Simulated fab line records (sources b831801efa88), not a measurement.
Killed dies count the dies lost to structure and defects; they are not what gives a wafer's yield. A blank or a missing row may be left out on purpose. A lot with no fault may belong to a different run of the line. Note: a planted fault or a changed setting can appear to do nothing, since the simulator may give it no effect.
8D (eight disciplines) problem report, filled in by code :: flow gf180mcu :: the parts of the form that need people (team, actions taken, sign-off) are left out

== 1. THE ISSUE ==
Across 2 wafers from 2 lots, V5_W_RS at GF_V5_RS_MEAS_24 averages 0.585 ohm/sq, while fault-free wafers read 0.331 ohm/sq with a standard deviation of 0.0033. Relative to the usual mean, that is a shift of +77 standard deviations.
The step: measures by four-point-probe.
Earliest sighting: wafer L363.6 on film-metro-01 at day 29 06:47. Wafers with a number at this step in the record: 33, from 11 lots. Rule for "out", or "out of limits": more than 4 standard deviations from the usual mean. Any other wafer with a number is counted as sound.

== 2. WHAT IT IS, WHAT IT ISN'T ==
question: which readings at this step
is: V5_W_RS
is not: -

question: which lots
is: L363, L366
is not: L358, L359, L360, L364, L370, L376, L377, L378, L380

question: which wafers of those lots
is: L363.6, L366.4
is not: L363.1, L363.5, L366.2, L366.5

question: read on which gauges
is: film-metro-01
is not: film-metro-02, film-metro-04

question: when
is: from day 29 06:47
is not: up to then (11 sound wafers); but 20 sound wafers of L364, L366, L370, L376, L377, L378, L380 came after

== 3. THE SUSPECTS, EACH WITH WHAT RULES IT OUT ==
Counting: if a tool at a process step up to the reading ran every lot that is out, it stays a suspect. Sound lots after the first of them don't rule it out here, since some wafers of a struck lot are sound.
- the gauge at GF_V5_RS_MEAS_24: ruled out. All the wafers that are out were read on film-metro-01, but those of them that GF_V5_CMP_26 has rows for are out there too, on other tools.
- cvd-w-02 at GF_V5_CVD_23 (deposits W, target thk 350 nm, time 104.9 s): kept. Every lot that is out went through it, the first being L363 (day 29 06:40); the last sound lot it ran before that was L360 (day 28 03:19).
- Within cvd-w-02 at GF_V5_CVD_23, the wafers that are out were processed in chamber 1 and their sound lot-mates in chamber 0.
Remaining after the count: cvd-w-02 at GF_V5_CVD_23.

== 4. THE CAUSE (what the simulator had put in) ==
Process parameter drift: cvd-w-02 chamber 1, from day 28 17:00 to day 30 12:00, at GF_V5_CVD_23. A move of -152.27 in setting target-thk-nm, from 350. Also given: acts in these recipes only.
The count eliminated every tool but this one.

== 5. SEQUENCE OF EFFECTS, ordered by route ==
Rows list readings where the struck wafers' mean (over those with a number) sits beyond 3 standard deviations from the usual. Only readings whose record carries a usual standard deviation are examined. hours: median over the lots of the time between each lot's start at the first step of this table that gives one and its start at this step. sigmas: the change, counted in usual standard deviations.
hours: 0
step: GF_V5_RS_MEAS_24
reading: V5_W_RS
usual: 0.331 ohm/sq
on struck wafers: 0.585
change: +0.254
sigmas: +77

hours: 0
step: GF_V5_THK_MEAS_25
reading: V5_W_THK
usual: 340 nm
on struck wafers: 194
change: -146
sigmas: -36

hours: 0
step: GF_V5_CMP_26
reading: time-to-endpoint-s
usual: 82 s
on struck wafers: 50
change: -32
sigmas: -7.4
The process steps in it:
- GF_V5_CMP_26: polishes, stops on SiO2, t overpolish 15 s, target thk 0 nm.

== 6. HOW IT WOULD HAVE BEEN CAUGHT EARLIER ==
14 hours passed between the start of the fault at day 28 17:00 and the first reading out of limits at a measuring or inspecting step in this record, taken at day 29 06:47.
An alarm limit of 4 standard deviations would not have fired on the tool readings at GF_V5_CVD_23 for which the record gives a usual standard deviation, since none of them was out on any struck wafer.
Lots out: 2; of these, L366 started GF_V5_CVD_23 on cvd-w-02 after day 29 06:47. Holding the tool at that time would have saved it.
